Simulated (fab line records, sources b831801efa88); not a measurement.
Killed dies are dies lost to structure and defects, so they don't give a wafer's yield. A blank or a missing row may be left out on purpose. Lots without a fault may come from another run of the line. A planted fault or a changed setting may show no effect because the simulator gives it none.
A struck lot beside a sound one | flow sky130 | 44 steps out of a route of 708
Sound: wafers L899.1, L899.2, L899.3. Struck: wafers L911.2, L911.4. (L911.6 of the same lot was not struck and is left out.) The cause comes at the end.
At each step with rows: each side's tool, then ch and its chambers, then its first start. Under that, the readings that differ: sound wafers | struck wafers | difference of the means | sigmas: that difference in standard deviations of wafers without a fault.
alike: readings whose means differ by less than 2 such deviations, and words and numbers that are the same on both sides. not compared: withheld readings, readings that some wafer has no value for, bounds like >300 that may hide the same value, and numbers for which the record gives no deviation and whose values overlap.
The two part at a step that has a row with sigmas, a row that says differs or no value, or rows on one side only. Numbers that don't overlap but have no deviation are shown without sigmas and don't part them. A reading that every wafer of one side lacks parts them only if that side has two wafers or more.

first, 4 steps without rows for these wafers: SKY_VIA3_CLEAN_18 (cleans in IPA, time 180 s); SKY_VIA3_CLEAN_19 (cleans in O3/DIW); SKY_VIA3_SPUTTER_20 (material TiN, target thk 20 nm, time 80 s); SKY_VIA3_CVD_21 (deposits W, target thk 390 nm, time 117.31 s).
SKY_VIA3_RS_MEAS_22: measures by four-point-probe.
  sound on film_metro-02, day 42 08:39; struck on film_metro-02, day 45 10:29
  alike: VIA3_W_RS
SKY_VIA3_THK_MEAS_23: measures by xrf.
  sound on film_metro-02, day 42 08:46; struck on film_metro-02, day 45 10:35
  alike: VIA3_W_THK
SKY_VIA3_CMP_24: polishes, stops on SiO2, t overpolish 20 s, target thk 0 nm.
  sound on cmp-02 ch 0,2,3, day 42 08:53; struck on cmp-01 ch 0,2, day 45 10:38
  alike: motor_current_A, overpolish_run_s, slurry_filter_dp_kPa, time_to_endpoint_s
then, 4 steps without rows for these wafers: SKY_METAL4_SPUTTER_00 (material Ti, target thk 15 nm, time 10 s); SKY_METAL4_SPUTTER_01 (material TiN, target thk 20 nm, time 16.7 s); SKY_METAL4_SPUTTER_02 (material AlCu, target thk 735 nm, time 39.1 s); SKY_METAL4_SPUTTER_03 (material Ti, target thk 5 nm, time 3.3 s).
SKY_METAL4_SPUTTER_04: material TiN, target thk 70 nm, time 58.3 s.
  sound on pvd_sputter-02, day 42 09:14; struck on pvd_sputter-03, day 45 11:03
  alike: chamber_pressure_pa, throttle_valve_pct
SKY_CAP2M_CVD_00: deposits SiO2, target thk 15.5 nm.
  sound on pecvd-01 ch 1,2, day 42 09:17; struck on pecvd-01 ch 0, day 45 11:06
  reading                                | sound             | struck      | difference | sigmas
  model.SiO2_of_CAP2M_CVD_00.thk_nm (nm) | 15.08 15.51 15.65 | 21.03 21.53 | +5.87      |
  alike: heater_power_w
SKY_CAP2M_THK_MEAS_01:
  sound on film_metro-02, day 42 09:19; struck on film_metro-02, day 45 11:08
  reading               | sound             | struck      | difference | sigmas
  CAP2M_CVD_00_THK (nm) | 15.11 15.51 15.60 | 21.05 21.51 | +5.87      | +21
SKY_CAP2M_SPUTTER_02: material TiN, target thk 200 nm, time 166.7 s.
  sound on pvd_sputter-03, day 42 09:23; struck on pvd_sputter-02, day 45 11:11
  alike: chamber_pressure_pa, throttle_valve_pct
SKY_CAP2M_RS_MEAS_03: measures by four-point-probe.
  sound on film_metro-04, day 42 09:29; struck on film_metro-04, day 45 11:19
  alike: CAP2M_TIN_RS
SKY_CAP2M_THK_MEAS_04: measures by xrf.
  sound on film_metro-04, day 42 09:37; struck on film_metro-04, day 45 11:25
  alike: CAP2M_TIN_THK
then, 7 steps without rows for these wafers: SKY_CAP2M_DEHYDRATE_05 (time 60 s); SKY_CAP2M_HMDS_06 (prime time 60 s); SKY_CAP2M_COAT_07 (resist thk 1140 nm); SKY_CAP2M_SOFTBAKE_08 (time 60 s); SKY_CAP2M_EXPOSE_09 (exposes mask CAP2M, target cd 1000 nm); SKY_CAP2M_PEB_10; SKY_CAP2M_DEVELOP_11 (develop time 60 s).
SKY_CAP2M_OVL_MEAS_12:
  sound on overlay-01, day 43 08:21; struck on overlay-02, day 46 08:10
  alike: CAP2M_OVL
then, 1 step without rows for these wafers: SKY_CAP2M_METAL_ETCH_13 (etches TiN in Cl2/BCl3, stops on SiO2, target depth 220 nm, time 62.9 s).
SKY_CAP2M_STRIP_14: strips in O2/N2.
  sound on plasma_asher-02 ch 0,1, day 43 08:28; struck on plasma_asher-01 ch 0, day 46 08:16
  alike: chamber_pressure_mTorr, drypump_motor_current_A, oes_product_au, strip_time_to_endpoint_s
  not compared: rf_hours_counter_h
then, 11 steps without rows for these wafers: SKY_CAP2M_STRIP_15 (strips in post etch residue remover, time 1200 s); SKY_CAP2M_CLEAN_16 (cleans in IPA, time 180 s); SKY_CAP2M_CLEAN_17 (cleans in O3/DIW); SKY_METAL4_DEHYDRATE_05 (time 60 s); SKY_METAL4_HMDS_06 (prime time 60 s); SKY_METAL4_COAT_07 (resist thk 60 nm); SKY_METAL4_COAT_08 (resist thk 1140 nm); SKY_METAL4_SOFTBAKE_09 (time 90 s); SKY_METAL4_EXPOSE_10 (exposes mask MM4, target cd 300 nm); SKY_METAL4_PEB_11; SKY_METAL4_DEVELOP_12 (develop time 60 s).
SKY_METAL4_CD_MEAS_13: target cd 300 nm.
  sound on cd_sem-01, day 44 07:44; struck on cd_sem-01, day 47 04:33
  alike: cd_nm
SKY_METAL4_OVL_MEAS_14:
  sound on overlay-02, day 44 07:52; struck on overlay-01, day 47 04:40
  alike: METAL4_OVL
SKY_METAL4_DESCUM_15: chemistry O2, time 8 s.
  sound on rie_metal-02 ch 0,1, day 44 07:54; struck on rie_metal-04 ch 1, day 47 04:41
  alike: chamber_pressure_mTorr, drypump_motor_current_A, oes_product_au
  not compared: rf_hours_counter_h
then, 1 step without rows for these wafers: SKY_METAL4_ETCH_16 (etches BARC in N2/H2, stops on SiO2, time 88.2 s, target depth 60 nm).
SKY_METAL4_ETCH_17: etches SiO2 in C4F8/O2/Ar, stops on TiN, time 3.9 s, target depth 15 nm.
  sound on rie_diel-03 ch 1,2,3, day 44 08:02; struck on rie_diel-04 ch 2,3, day 47 04:49
  reading                  | sound             | struck      | difference | sigmas
  oes_product_au (a.u.)    | 0.743 0.750 0.760 | 0.893 0.904 | +0.148     | +19
  model.etch.depth_nm (nm) | 15.08 15.51 15.65 | 21.03 21.53 | +5.87      |
  alike: chamber_pressure_mTorr
  not compared: rf_hours_counter_h
-- the record jumps here: 3 days lie between the struck wafers' starts before and after (it left off in module METAL4 and takes up again in module PAD_OPEN, whose first step shown is number 708 of the route) --
SKY_PAD_OPEN_PROBE_99:
  sound on prober-02, day 48 02:01; struck on prober-02, day 50 10:46
  reading                               | sound                | struck        | difference | sigmas
  model.etest.tester.sort_n_pass        | 422 409 397          | 136 43        | -320       |
  model.etest.tester.sort_bin_5_pct (%) | 7.114 9.959 9.35     | 65.45 82.32   | +65.08     |
  model.etest.tester.sort_yield_pct (%) | 85.77 83.13 80.69    | 27.64 8.74    | -65.01     |
  model.etest.cap_mim2.bv_v (V)         | 13.64 13.57 13.7     | 19.01 19.53   | +5.63      |
  model.etest.cap_mim2.leak_log10_a_cm2 | -8.928 -8.938 -8.943 | -10.21 -9.999 | -1.17      |
  model.etest.cap_mim2.c_ff_um2         | 2.373 2.357 2.316    | 1.728 1.69    | -0.640     |
  alike: defect_limited_yield, killed_at_M0_to_M3, killed_at_M4_up, killed_at_contacts, killed_at_front_end, killed_at_other, killed_dies, killed_open, killed_short

WHERE THEY PART
First at SKY_CAP2M_THK_MEAS_01; last, within this record, at SKY_METAL4_ETCH_17. Later steps at which nothing parts them and some readings are alike: SKY_PAD_OPEN_PROBE_99.

WHY: what the simulator had put in
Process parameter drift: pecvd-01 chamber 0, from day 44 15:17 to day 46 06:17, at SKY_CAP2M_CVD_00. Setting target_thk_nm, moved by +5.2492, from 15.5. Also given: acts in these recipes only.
